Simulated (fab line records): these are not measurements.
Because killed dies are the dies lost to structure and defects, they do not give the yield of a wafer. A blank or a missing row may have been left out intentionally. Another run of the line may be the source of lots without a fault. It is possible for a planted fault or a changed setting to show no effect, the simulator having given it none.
fab line records    flow sky130
record: lots: 6  wafers: 17  last-day: 50
route steps=708 shown CONTACT@426 METAL1@434 PAD_OPEN@708
lots that met no fault: taken from a fault-free run of the same line
start-h: hours from the record's first day to the start of the lot's first wafer shown    wait-h: time in hours since the lot's previous step    " unchanged from the row above    L1.1+2: a row that stands for several wafers    - no value, or no start given    * or withheld: withheld    < > ~ a bound
route shown NAME@n: names a module that has steps shown in the file, with the first one's number in the route    usual: mean and standard deviation over wafers with no fault    same: alike in all rows    chamber/n: place in a boat    sites: per-site readings    _std_site: their standard deviation    _edge_site: inner sites' mean taken away from outer sites' mean    radius-mm: for every site, how far away it sits from the centre of the wafer    mask NAME#n: copy n    behind: the most recent tool/chamber to have shaped the wafer    hold: the reason the lot was held/the length of the hold in hours/how it ended    device: names the non-switching transistor (n, p or np)    end of line: tests of these same wafers at the route's end    for a step that has no rows: nothing shown but its recipe    killed: the dies lost at the first sort to structure and to defects; this is not the yield of the wafer    map: the dies of a wafer, with x for killed, . for not killed, _ for no die there
set.NAME: the setting the step ran with; set.NAME@STEP: the setting that earlier step ran with    model.NAME: the simulator's own value behind a step, which no gauge read
certain route steps with their lots: each step a table, each wafer a row
services: when a tool's chamber went out of use (start-h, in hours from the record's first day, below 0 if earlier), for how many hours, and the reason
== steps ==
step: SKY_CONTACT_STRIP_20
recipe: chemistry: post-etch-residue-remover  time-s: 1200  temp-c: 72.5
step: SKY_CONTACT_CLEAN_21
recipe: chemistry: IPA  time-s: 180  temp-c: 25
step: SKY_CONTACT_CLEAN_22
recipe: chemistry: O3/DIW  dry: n2-spin
step: SKY_CONTACT_SPUTTER_23
recipe: material: TiN  target-thk-nm: 20  chamber-pressure-pa: 5  power-w: 4000  time-s: 80
usual: cathode-dc-power-W: 4000.1/0.72  throttle-valve-pct: 30.1/0.98
lot.wafer  tool            chamber  start-h  wait-h  cathode-dc-power-W  throttle-valve-pct
L241.1     pvd-sputter-04  -        780.41   0.0     3999.7              28.4
L241.5     "               -        "        "       3999.0              28.7
L241.6     "               -        "        "       4000.6              32.2
L243.2     pvd-sputter-03  -        791.42   0.0     4001.4              30.5
L243.3     "               -        "        "       3999.4              29.6
L243.6     "               -        "        "       3998.4              29.7
L248.1     pvd-sputter-04  -        839.12   0.0     3999.3              30.6
L248.2     "               -        "        "       4000.2              28.5
L248.3     "               -        "        "       4000.5              31.2
L253.1     pvd-sputter-03  -        859.78   0.0     4000.5              29.5
L253.4     "               -        "        "       4000.2              30.9
L257.1     pvd-sputter-03  -        893.21   0.0     4000.4              28.5
L257.3     "               -        "        "       3999.2              29.6
L257.4     "               -        "        "       4000.2              29.6
L256.1     pvd-sputter-04  -        895.24   0.0     3999.8              30.0
L256.2     "               -        "        "       4000.5              31.3
L256.4     "               -        "        "       4000.0              28.5
step: SKY_CONTACT_CVD_24
recipe: material: W  target-thk-nm: 340  time-s: 102.12  temp-c: 400  pressure-torr: 40
usual: heater-power-w: 840/43
lot.wafer  tool      chamber  start-h  wait-h  heater-power-w  since-wet-clean-h
L241.1     cvd-w-02  0        780.47   0.0     842             876
L241.5     "         1        "        "       772             -
L241.6     "         0        "        "       841             -
L243.2     cvd-w-02  1        791.48   0.0     792             887
L243.3     "         0        "        "       851             -
L243.6     "         1        "        "       777             -
L248.1     cvd-w-02  0        839.18   0.0     866             935
L248.2     "         1        "        "       769             935
L248.3     "         0        "        "       856             -
L253.1     cvd-w-02  0        859.85   0.0     861             956
L253.4     "         0        "        "       864             -
L257.1     cvd-w-02  1        893.27   0.0     791             989
L257.3     "         0        "        "       860             -
L257.4     "         1        "        "       779             -
L256.1     cvd-w-02  1        895.30   0.0     773             991
L256.2     "         0        "        "       869             991
L256.4     "         0        "        "       857             -
step: SKY_CONTACT_RS_MEAS_25
recipe: thk-meas-gauge: four-point-probe  reads: W_of_CONTACT_CVD_24+TiN_of_CONTACT_SPUTTER_23
usual: CONTACT_W_RS: 0.337/0.0059
lot.wafer  tool           chamber  start-h  wait-h  CONTACT_W_RS[ohm/sq]
L241.1     film-metro-01  -        780.58   0.1     0.328
L241.5     "              -        "        "       0.347
L241.6     "              -        "        "       0.329
L243.2     film-metro-04  -        791.61   0.1     0.340
L243.3     "              -        "        "       0.332
L243.6     "              -        "        "       0.341
L248.1     film-metro-04  -        839.29   0.1     0.332
L248.2     "              -        "        "       0.343
L248.3     "              -        "        "       0.332
L253.1     film-metro-04  -        859.96   0.1     0.330
L253.4     "              -        "        "       0.331
L257.1     film-metro-03  -        893.38   0.1     0.345
L257.3     "              -        "        "       0.329
L257.4     "              -        "        "       0.347
L256.1     film-metro-04  -        895.41   0.1     0.344
L256.2     "              -        "        "       0.331
L256.4     "              -        "        "       0.330
step: SKY_CONTACT_THK_MEAS_26
recipe: thk-meas-gauge: xrf  reads: W_of_CONTACT_CVD_24
usual: CONTACT_W_THK: 335/6.3
lot.wafer  tool           chamber  start-h  wait-h  CONTACT_W_THK[nm]
L241.1     film-metro-01  -        780.70   0.1     345
L241.5     "              -        "        "       328
L241.6     "              -        "        "       344
L243.2     film-metro-04  -        791.72   0.1     333
L243.3     "              -        "        "       340
L243.6     "              -        "        "       332
L248.1     film-metro-04  -        839.41   0.1     339
L248.2     "              -        "        "       329
L248.3     "              -        "        "       340
L253.1     film-metro-04  -        860.08   0.1     345
L253.4     "              -        "        "       343
L257.1     film-metro-03  -        893.50   0.1     328
L257.3     "              -        "        "       341
L257.4     "              -        "        "       325
L256.1     film-metro-04  -        895.53   0.1     331
L256.2     "              -        "        "       342
L256.4     "              -        "        "       345
step: SKY_CONTACT_CMP_27
recipe: stop-on: SiO2  t-overpolish-s: 15  down-force-psi: 3.5  platen-rpm: 60  target-thk-nm: 0  pad-velocity-m-s: 0.94248
step: SKY_METAL1_SPUTTER_00
recipe: material: Ti  target-thk-nm: 15  power-w: 3000  time-s: 10  chamber-pressure-pa: 0.4
step: SKY_METAL1_SPUTTER_01
recipe: material: TiN  target-thk-nm: 20  power-w: 6500  time-s: 16.7  chamber-pressure-pa: 0.4
usual: cathode-dc-power-W: 6500.1/1.1  throttle-valve-pct: 30.1/1.1
lot.wafer  tool            chamber  start-h  wait-h  cathode-dc-power-W  throttle-valve-pct
L241.1     pvd-sputter-01  -        781.08   0.0     6496.5              31.1
L241.5     "               -        "        "       6499.9              29.5
L241.6     "               -        "        "       6500.9              31.0
L243.2     pvd-sputter-02  -        792.10   0.0     6500.1              31.5
L243.3     "               -        "        "       6501.0              29.5
L243.6     "               -        "        "       6499.0              29.2
L248.1     pvd-sputter-02  -        839.79   0.0     6498.7              29.3
L248.2     "               -        "        "       6500.1              31.2
L248.3     "               -        "        "       6500.0              28.8
L253.1     pvd-sputter-02  -        860.46   0.0     6500.3              29.2
L253.4     "               -        "        "       6500.7              31.2
L257.1     pvd-sputter-01  -        893.88   0.0     6500.8              29.7
L257.3     "               -        "        "       6500.3              30.3
L257.4     "               -        "        "       6499.4              30.1
L256.1     pvd-sputter-01  -        895.92   0.0     6500.1              30.2
L256.2     "               -        "        "       6501.0              30.2
L256.4     "               -        "        "       6499.5              31.1
step: SKY_METAL1_SPUTTER_02
recipe: material: AlCu  target-thk-nm: 250  power-w: 10600  time-s: 13.3  chamber-pressure-pa: 0.4
usual: cathode-dc-power-W: 10600/1.8  throttle-valve-pct: 30.1/1.1
lot.wafer  tool            chamber  start-h  wait-h  cathode-dc-power-W  throttle-valve-pct
L241.1     pvd-sputter-01  -        781.11   0.0     10600               30.9
L241.5     "               -        "        "       10603               29.9
L241.6     "               -        "        "       10600               31.1
L243.2     pvd-sputter-02  -        792.12   0.0     10603               31.1
L243.3     "               -        "        "       10598               29.8
L243.6     "               -        "        "       10601               29.6
L248.1     pvd-sputter-02  -        839.82   0.0     10600               29.5
L248.2     "               -        "        "       10597               31.4
L248.3     "               -        "        "       10597               28.6
L253.1     pvd-sputter-02  -        860.48   0.0     10603               29.3
L253.4     "               -        "        "       10602               31.5
L257.1     pvd-sputter-01  -        893.91   0.0     10597               29.7
L257.3     "               -        "        "       10601               30.1
L257.4     "               -        "        "       10599               30.3
L256.1     pvd-sputter-01  -        895.94   0.0     10601               30.0
L256.2     "               -        "        "       10599               29.9
L256.4     "               -        "        "       10599               30.9
step: SKY_METAL1_SPUTTER_03
recipe: material: Ti  target-thk-nm: 5  power-w: 3000  time-s: 3.3  chamber-pressure-pa: 0.4
usual: cathode-dc-power-W: 2999.9/0.6  throttle-valve-pct: 30.1/1.1
lot.wafer  tool            chamber  start-h  wait-h  cathode-dc-power-W  throttle-valve-pct
L241.1     pvd-sputter-01  -        781.13   0.0     3000.0              31.2
L241.5     "               -        "        "       2999.0              29.8
L241.6     "               -        "        "       3000.4              31.1
L243.2     pvd-sputter-02  -        792.15   0.0     3000.6              31.3
L243.3     "               -        "        "       2999.7              29.5
L243.6     "               -        "        "       2999.5              29.5
L248.1     pvd-sputter-02  -        839.84   0.0     3000.4              29.7
L248.2     "               -        "        "       2999.9              31.3
L248.3     "               -        "        "       2998.9              28.6
L253.1     pvd-sputter-02  -        860.51   0.0     2999.6              29.6
L253.4     "               -        "        "       3000.4              31.4
L257.1     pvd-sputter-01  -        893.93   0.0     2999.7              30.0
L257.3     "               -        "        "       3000.2              30.3
L257.4     "               -        "        "       3000.1              30.4
L256.1     pvd-sputter-01  -        895.97   0.0     2999.9              30.3
L256.2     "               -        "        "       2999.1              29.6
L256.4     "               -        "        "       2999.5              31.1
step: SKY_METAL1_SPUTTER_04
recipe: material: TiN  target-thk-nm: 70  power-w: 6500  time-s: 58.3  chamber-pressure-pa: 0.4
usual: cathode-dc-power-W: 6500.0/1.2  throttle-valve-pct: 30.1/1.1
lot.wafer  tool            chamber  start-h  wait-h  cathode-dc-power-W  throttle-valve-pct  model.TiN_of_METAL1_SPUTTER_04.thk-nm
L241.1     pvd-sputter-01  -        781.15   0.0     6499.5              31.1                69.06
L241.5     "               -        "        "       6499.9              29.9                69.52
L241.6     "               -        "        "       6500.0              30.6                69.39
L243.2     pvd-sputter-02  -        792.17   0.0     6499.6              31.3                69.91
L243.3     "               -        "        "       6500.6              29.6                70.63
L243.6     "               -        "        "       6501.7              29.6                70.11
L248.1     pvd-sputter-02  -        839.86   0.0     6499.9              29.3                47.61
L248.2     "               -        "        "       6498.5              31.2                70.14
L248.3     "               -        "        "       6500.5              28.8                47.84
L253.1     pvd-sputter-02  -        860.53   0.0     6498.2              29.4                47.09
L253.4     "               -        "        "       6498.1              31.0                70.09
L257.1     pvd-sputter-01  -        893.95   0.0     6500.6              29.8                70.18
L257.3     "               -        "        "       6501.5              30.0                69.79
L257.4     "               -        "        "       6500.1              30.5                70.33
L256.1     pvd-sputter-01  -        895.99   0.0     6499.2              30.2                69.73
L256.2     "               -        "        "       6500.3              29.9                69.03
L256.4     "               -        "        "       6497.6              31.1                69.69
step: SKY_METAL1_RS_MEAS_05
recipe: thk-meas-gauge: four-point-probe  reads: TiN_of_METAL1_SPUTTER_04+Ti_of_METAL1_SPUTTER_03+AlCu_of_METAL1_SPUTTER_02+TiN_of_METAL1_SPUTTER_01+Ti_of_METAL1_SPUTTER_00
usual: METAL1_ALCU_RS: 0.1264/0.001
lot.wafer  tool           chamber  start-h  wait-h  METAL1_ALCU_RS[ohm/sq]
L241.1     film-metro-02  -        781.20   0.0     0.1282
L241.5     "              -        "        "       0.1267
L241.6     "              -        "        "       0.1276
L243.2     film-metro-03  -        792.23   0.0     0.1279
L243.3     "              -        "        "       0.1277
L243.6     "              -        "        "       0.1275
L248.1     film-metro-01  -        839.91   0.0     0.1267
L248.2     "              -        "        "       0.1256
L248.3     "              -        "        "       0.1261
L253.1     film-metro-01  -        860.58   0.0     0.1283
L253.4     "              -        "        "       0.1277
L257.1     film-metro-01  -        894.00   0.0     0.1252
L257.3     "              -        "        "       0.1259
L257.4     "              -        "        "       0.1259
L256.1     film-metro-01  -        896.03   0.0     0.1248
L256.2     "              -        "        "       0.1259
L256.4     "              -        "        "       0.1266
step: SKY_METAL1_THK_MEAS_06
recipe: thk-meas-gauge: xrf  reads: AlCu_of_METAL1_SPUTTER_02
usual: METAL1_ALCU_THK: 250.3/2.1
lot.wafer  tool           chamber  start-h  wait-h  METAL1_ALCU_THK[nm]
L241.1     film-metro-02  -        781.32   0.1     249.5
L241.5     "              -        "        "       248.0
L241.6     "              -        "        "       249.2
L243.2     film-metro-03  -        792.34   0.1     244.5
L243.3     "              -        "        "       244.6
L243.6     "              -        "        "       247.5
L248.1     film-metro-01  -        840.03   0.1     261.5
L248.2     "              -        "        "       251.3
L248.3     "              -        "        "       261.6
L253.1     film-metro-01  -        860.70   0.1     258.0
L253.4     "              -        "        "       246.8
L257.1     film-metro-01  -        894.12   0.1     252.3
L257.3     "              -        "        "       251.5
L257.4     "              -        "        "       248.9
L256.1     film-metro-01  -        896.15   0.1     252.7
L256.2     "              -        "        "       251.6
L256.4     "              -        "        "       249.6
step: SKY_METAL1_DEHYDRATE_07
recipe: temp-c: 200  time-s: 60
step: SKY_METAL1_HMDS_08
recipe: prime-time-s: 60  prime-temp-c: 120
step: SKY_METAL1_COAT_09
recipe: resist: BARC  temp-c: withheld  time-s: withheld  spin-rpm: 3000  resist-thk-nm: 60
step: SKY_METAL1_COAT_10
recipe: resist: KrF-thick  spin-rpm: 3000  resist-thk-nm: 450
step: SKY_METAL1_SOFTBAKE_11
recipe: temp-c: 100  time-s: 90  resist: KrF-thick
step: SKY_METAL1_EXPOSE_12
recipe: mask-id: MM1  na: 0.8  source-shape: annular  sigma-inner: 0.55  sigma-outer: 0.85  target-cd-nm: 140  dose-mj: 28
step: SKY_METAL1_PEB_13
recipe: peb-temp-c: withheld  peb-time-s: withheld  resist: KrF-thick
step: SKY_METAL1_DEVELOP_14
recipe: develop-time-s: 60  resist: KrF-thick  dev-temp-c: 21
step: SKY_METAL1_CD_MEAS_15
recipe: target-cd-nm: 140
usual: cd-nm: 139.6/1.4
lot.wafer  tool       chamber  start-h  wait-h  cd-nm
L241.1     cd-sem-02  -        808.16   -       140.8
L241.5     "          -        "        "       139.8
L241.6     "          -        "        "       141.2
L243.2     cd-sem-01  -        818.45   -       137.3
L243.3     "          -        "        "       138.3
L243.6     "          -        "        "       138.7
L248.1     cd-sem-02  -        866.03   -       139.0
L248.2     "          -        "        "       140.4
L248.3     "          -        "        "       139.6
L253.1     cd-sem-02  -        887.06   -       139.7
L253.4     "          -        "        "       139.5
L257.1     cd-sem-01  -        918.93   -       139.7
L257.3     "          -        "        "       139.0
L257.4     "          -        "        "       139.2
L256.1     cd-sem-01  -        920.01   -       140.7
L256.2     "          -        "        "       140.0
L256.4     "          -        "        "       139.2
step: SKY_METAL1_OVL_MEAS_16
usual: METAL1_OVL: 0/6.3
lot.wafer  tool        chamber  start-h  wait-h  METAL1_OVL[nm]
L241.1     overlay-02  -        808.28   0.1     3
L241.5     "           -        "        "       9
L241.6     "           -        "        "       6
L243.2     overlay-02  -        818.55   0.1     4
L243.3     "           -        "        "       -9
L243.6     "           -        "        "       -4
L248.1     overlay-02  -        866.15   0.1     4
L248.2     "           -        "        "       3
L248.3     "           -        "        "       2
L253.1     overlay-01  -        887.18   0.1     -6
L253.4     "           -        "        "       -8
L257.1     overlay-02  -        919.05   0.1     0
L257.3     "           -        "        "       6
L257.4     "           -        "        "       -1
L256.1     overlay-01  -        920.13   0.1     1
L256.2     "           -        "        "       2
L256.4     "           -        "        "       6
step: SKY_METAL1_DESCUM_17
recipe: chemistry: O2  source-power-w: 150  bias-power-w: 0  pressure-mtorr: 10  temp-c: 40  time-s: 8
step: SKY_METAL1_ETCH_18
recipe: chemistry: N2/H2  target: BARC  ion-energy-ev: 200  bias-w: 100  pressure-mtorr: 30  n2-flow-sccm: 100  h2-flow-sccm: 200  icp-w: 500  stop-on: SiO2  time-s: 45.9  target-depth-a: 600
step: SKY_METAL1_METAL_ETCH_19
recipe: target-depth-a: 3600  stop-on: SiO2  over-etch-frac: 0.3  time-s: 78  chemistry: Cl2/BCl3  resist-sidewall-deg: 88  pressure-mtorr: 10  icp-w: 900  bias-w: 48.5  Cl2_flow_sccm: 60  bcl3-flow-sccm: 30
step: SKY_METAL1_STRIP_20
recipe: chemistry: O2/N2  power-w: 1400  pressure-mtorr: 1500  platen-temp-c: withheld  o2-flow-sccm: 3000  n2-flow-sccm: 300  overash-fraction: 0.5
step: SKY_METAL1_STRIP_21
recipe: chemistry: post-etch-residue-remover  time-s: 1200  temp-c: 72.5
usual: bath-heat-duty-pct: 13.8/1.2
lot.wafer  tool          chamber  start-h  wait-h  bath-heat-duty-pct  model.TiN_of_METAL1_SPUTTER_04.thk-nm
L241.1     wet-bench-02  2        808.60   0.1     12.8                68.64
L241.5     "             2        "        "       14.0                69.1
L241.6     "             2        "        "       13.2                68.96
L243.2     wet-bench-02  3        818.87   0.1     15.3                69.5
L243.3     "             3        "        "       14.1                70.21
L243.6     "             3        "        "       13.6                69.69
L248.1     wet-bench-02  0        866.47   0.1     13.2                47.18
L248.2     "             0        "        "       14.4                69.71
L248.3     "             0        "        "       15.3                47.41
L253.1     wet-bench-01  3        887.50   0.1     14.9                46.67
L253.4     "             3        "        "       13.9                69.66
L257.1     wet-bench-02  2        919.37   0.1     12.4                69.76
L257.3     "             2        "        "       14.2                69.37
L257.4     "             2        "        "       13.8                69.91
L256.1     wet-bench-01  2        920.45   0.1     14.7                69.31
L256.2     "             2        "        "       13.4                68.61
L256.4     "             2        "        "       14.2                69.27
step: SKY_METAL1_CLEAN_22
recipe: chemistry: IPA  time-s: 180  temp-c: 25
step: SKY_PAD_OPEN_PROBE_99
usual: defect-limited-yield: 82.7/2.1  killed_at_M0_to_M3: 43/7.2  killed_at_M4_up: 3.3/1.8  killed-at-contacts: 23/5.5  killed-at-front-end: 16/5.1  killed-at-other: 0.4/0.65  killed-dies: 85/10  killed-open: 46/7.1  killed-short: 38/7.2  sort_bin_3_pad_short: 0.9/0.41  sort_bin_5_function: 10.2/1.5  sort_bin_6_memory: 6.2/1.1  sort-n-pass: 407/10  sort-yield-pct: 82.7/2.1
same: gross-dies: 492  killed-at-back-side: 0  sort_bin_4_leakage[%]: 0  sort_bin_8_speed[%]: 0
lot.wafer  tool       chamber  start-h  wait-h  defect-limited-yield[%]  killed_at_M0_to_M3  killed_at_M4_up  killed-at-contacts  killed-at-front-end  killed-at-other  killed-dies  killed-open  killed-short  sort_bin_3_pad_short[%]  sort_bin_5_function[%]  sort_bin_6_memory[%]  sort-n-pass  sort-yield-pct[%]  model.etest.via1-chain.rc-ohm
L241.1     prober-01  -        1109.72  0.1     80.3                     53                  2                18                  23                   1                97           50           47            1.4                      11.4                    6.9                   395          80.3               15.92
L241.5     prober-01  -        1109.92  0.2     80.9                     41                  3                33                  16                   1                94           46           47            0.6                      11.6                    6.9                   398          80.9               15.49
L241.6     prober-01  -        1109.97  0.2     84.6                     32                  4                23                  17                   0                76           41           33            1.0                      8.5                     5.9                   416          84.6               16.75
L243.2     prober-02  -        1117.93  0.1     82.3                     45                  2                19                  21                   0                87           42           43            1.0                      9.8                     6.9                   405          82.3               17.11
L243.3     prober-02  -        1117.98  0.2     85.0                     45                  2                16                  11                   0                74           45           29            0.2                      8.1                     6.7                   418          85.0               16.15
L243.6     prober-02  -        1118.13  0.2     83.1                     43                  2                28                  10                   0                83           41           41            1.2                      9.1                     6.5                   409          83.1               16.84
L248.1     prober-01  -        1150.37  0.1     82.7                     39                  3                19                  24                   0                85           48           37            1.2                      10.6                    5.5                   407          82.7               15.43
L248.2     prober-01  -        1150.42  0.1     85.0                     36                  5                21                  12                   0                74           43           30            1.0                      9.3                     4.7                   418          85.0               16.24
L248.3     prober-01  -        1150.47  0.2     81.1                     46                  1                23                  23                   0                93           55           38            1.0                      10.4                    7.5                   399          81.1               16.09
L253.1     prober-02  -        1166.40  0.1     83.3                     45                  3                19                  15                   0                82           42           40            0.4                      9.3                     6.9                   410          83.3               15.77
L253.4     prober-02  -        1166.55  0.2     86.6                     34                  5                19                  8                    0                66           41           25            0.4                      8.5                     4.5                   426          86.6               17.55
L257.1     prober-01  -        1187.45  0.1     81.7                     36                  9                25                  20                   0                90           41           48            1.8                      9.8                     6.7                   402          81.7               16.06
L257.3     prober-01  -        1187.55  0.2     82.3                     47                  2                24                  14                   0                87           38           49            1.6                      9.3                     6.7                   405          82.3               14.98
L257.4     prober-01  -        1187.60  0.2     85.8                     38                  4                15                  13                   0                70           40           30            1.2                      7.9                     5.1                   422          85.8               15.69
L256.1     prober-02  -        1189.35  0.1     82.3                     47                  7                22                  10                   1                87           41           46            1.4                      10.4                    5.9                   405          82.3               16.77
L256.2     prober-02  -        1189.40  0.1     81.9                     50                  2                21                  16                   0                89           56           32            0.8                      8.9                     8.3                   403          81.9               16.04
L256.4     prober-02  -        1189.50  0.2     84.6                     34                  2                21                  19                   0                76           47           27            0.6                      9.3                     5.5                   416          84.6               14.73
killed by level:class
L241.1 METAL2:geometric-particle:short=8 VIA1:geometric-particle:open=7 METAL1:geometric-particle:short=6 VIA2:geometric-particle:open=6 VIA3:geometric-particle:open=6 CONTACT:geometric-particle:open=5 FIELD_ISO:geometric-particle:short=5 POLY_GATE:geometric-particle:open=5
L241.5 CONTACT:geometric-particle:open=16 VIA2:geometric-particle:open=9 FIELD_ISO:geometric-particle:short=7 LI_CONTACT:geometric-particle:open=6 CONTACT:geometric-particle:short=6 VIA1:geometric-particle:short=6 VIA1:geometric-particle:open=6 VIA2:geometric-particle:short=6
L241.6 LI_CONTACT:geometric-particle:open=9 CONTACT:geometric-particle:open=8 METAL2:geometric-particle:short=7 VIA1:geometric-particle:open=6 FIELD_ISO:geometric-particle:short=4 CONTACT:geometric-particle:short=4 VIA2:geometric-particle:open=4 POLY_GATE:geometric-particle:open=3
L243.2 VIA1:geometric-particle:open=12 METAL3:geometric-particle:short=8 CONTACT:geometric-particle:open=7 VIA3:geometric-particle:open=7 METAL2:geometric-particle:short=5 POLY_GATE:geometric-particle:open=4 POLY_GATE:geometric-particle:short=4 LOCAL_INTERCONNECT:geometric-particle:short=4
L243.3 VIA1:geometric-particle:open=13 VIA3:geometric-particle:open=8 POLY_GATE:geometric-particle:open=6 CONTACT:geometric-particle:open=5 VIA1:geometric-particle:short=5 VIA2:geometric-particle:open=4 METAL1:geometric-particle:short=4 VIA3:geometric-particle:short=4
L243.6 VIA1:geometric-particle:open=8 VIA3:geometric-particle:open=7 CONTACT:geometric-particle:open=7 CONTACT:geometric-particle:short=6 LOCAL_INTERCONNECT:geometric-particle:short=6 VIA2:geometric-particle:open=6 LI_CONTACT:geometric-particle:open=5 LI_CONTACT:geometric-particle:short=4
L248.1 FIELD_ISO:geometric-particle:open=10 FIELD_ISO:geometric-particle:short=9 VIA1:geometric-particle:open=6 CONTACT:geometric-particle:open=6 VIA2:geometric-particle:open=6 METAL1:geometric-particle:short=5 VIA3:geometric-particle:open=5 LI_CONTACT:geometric-particle:open=4
L248.2 CONTACT:geometric-particle:open=11 VIA1:geometric-particle:open=11 METAL1:geometric-particle:short=5 METAL3:geometric-particle:short=4 FIELD_ISO:geometric-particle:short=3 FIELD_ISO:geometric-particle:open=3 LOCAL_INTERCONNECT:geometric-particle:open=3 CONTACT:geometric-particle:short=3
L248.3 VIA2:geometric-particle:open=12 LI_CONTACT:geometric-particle:open=9 FIELD_ISO:geometric-particle:short=7 VIA1:geometric-particle:open=7 FIELD_ISO:geometric-particle:open=5 LOCAL_INTERCONNECT:geometric-particle:short=5 CONTACT:geometric-particle:open=5 METAL2:geometric-particle:short=5
L253.1 VIA1:geometric-particle:open=8 VIA2:geometric-particle:open=7 CONTACT:geometric-particle:open=7 VIA1:geometric-particle:short=7 VIA3:geometric-particle:short=5 FIELD_ISO:geometric-particle:short=4 POLY_GATE:geometric-particle:open=4 LI_CONTACT:geometric-particle:open=4
L253.4 CONTACT:geometric-particle:open=8 VIA3:geometric-particle:open=7 VIA1:geometric-particle:open=7 LI_CONTACT:geometric-particle:short=4 VIA2:geometric-particle:open=4 METAL1:geometric-particle:short=4 FIELD_ISO:geometric-particle:open=3 LI_CONTACT:geometric-particle:open=3
L257.1 CONTACT:geometric-particle:open=9 VIA3:geometric-particle:open=8 METAL4:geometric-particle:short=8 POLY_GATE:geometric-particle:short=6 CONTACT:geometric-particle:short=5 LOCAL_INTERCONNECT:geometric-particle:short=4 POLY_GATE:geometric-particle:open=4 METAL3:geometric-particle:short=4
L257.3 CONTACT:geometric-particle:open=9 VIA1:geometric-particle:open=9 POLY_GATE:geometric-particle:short=7 METAL1:geometric-particle:short=7 VIA1:geometric-particle:short=6 VIA3:geometric-particle:open=6 LOCAL_INTERCONNECT:geometric-particle:short=5 METAL3:geometric-particle:short=5
L257.4 VIA1:geometric-particle:open=10 LI_CONTACT:geometric-particle:open=5 VIA3:geometric-particle:open=5 VIA1:geometric-particle:short=5 VIA2:geometric-particle:open=5 VIA3:geometric-particle:short=5 POLY_GATE:geometric-particle:open=4 CONTACT:geometric-particle:open=3
L256.1 METAL1:geometric-particle:short=11 CONTACT:geometric-particle:open=10 VIA1:geometric-particle:open=9 VIA3:geometric-particle:open=6 METAL2:geometric-particle:short=6 LOCAL_INTERCONNECT:geometric-particle:short=5 POLY_GATE:geometric-particle:short=4 VIA1:geometric-particle:short=4
L256.2 VIA1:geometric-particle:open=16 CONTACT:geometric-particle:open=8 VIA3:geometric-particle:open=8 VIA2:geometric-particle:open=7 POLY_GATE:geometric-particle:open=5 LI_CONTACT:geometric-particle:open=5 LOCAL_INTERCONNECT:geometric-particle:short=4 METAL1:geometric-particle:short=4
L256.4 VIA1:geometric-particle:open=15 CONTACT:geometric-particle:open=7 LI_CONTACT:geometric-particle:open=6 FIELD_ISO:geometric-particle:open=5 LOCAL_INTERCONNECT:geometric-particle:short=5 VIA2:geometric-particle:open=5 FIELD_ISO:geometric-particle:short=3 SPACER:geometric-particle:open=3
== services ==
tool            chamber  start-h  hours  kind
pvd-sputter-02  -        802.27   2.4    repair
cvd-w-02        0        811.66   13.0   repair
pvd-sputter-01  -        844.08   1.8    repair
pvd-sputter-03  -        845.99   1.8    repair
pvd-sputter-04  -        849.94   0.6    repair
pvd-sputter-03  -        860.65   6.5    repair
wet-bench-01    -        874.46   3.3    repair
pvd-sputter-02  -        874.80   1.0    repair
cvd-w-02        -        904.00   14.0   pm
cvd-w-02        0        904.00   14.0   vent-cycle
cvd-w-02        1        904.00   14.0   vent-cycle
pvd-sputter-03  -        915.60   8.7    repair
cvd-w-02        0        918.00   -      clean
cvd-w-02        1        918.00   -      clean
== key ==
first-sign: step: SKY_METAL1_THK_MEAS_06  reading: METAL1_ALCU_THK  direction: up  sigmas: 4.8  usual: 250.3  struck: 260.4
effect none on later readings
model-effect: step: SKY_METAL1_SPUTTER_04  value: TiN_of_METAL1_SPUTTER_04.thk-nm  without: 70.41  struck: 47.51
model-effect: step: SKY_METAL1_STRIP_21  value: TiN_of_METAL1_SPUTTER_04.thk-nm  without: 69.98  struck: 47.09
model-effect: step: SKY_PAD_OPEN_PROBE_99  value: etest.via1-chain.rc-ohm  without: 16.95  struck: 15.76
met-at SKY_METAL1_SPUTTER_04
struck-wafers L248.1,L248.3,L253.1
onset-between 792.17 839.86
fault: kind: process-parameter-drift  tool: pvd-sputter-02  chamber: -  onset-h: 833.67  steps: SKY_METAL1_SPUTTER_04  channel: target-thk-nm  offset: -22.893  shape: step  end-h: 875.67  scope: struck-wafers-only  acts-in: these-recipes-only  stated: 70
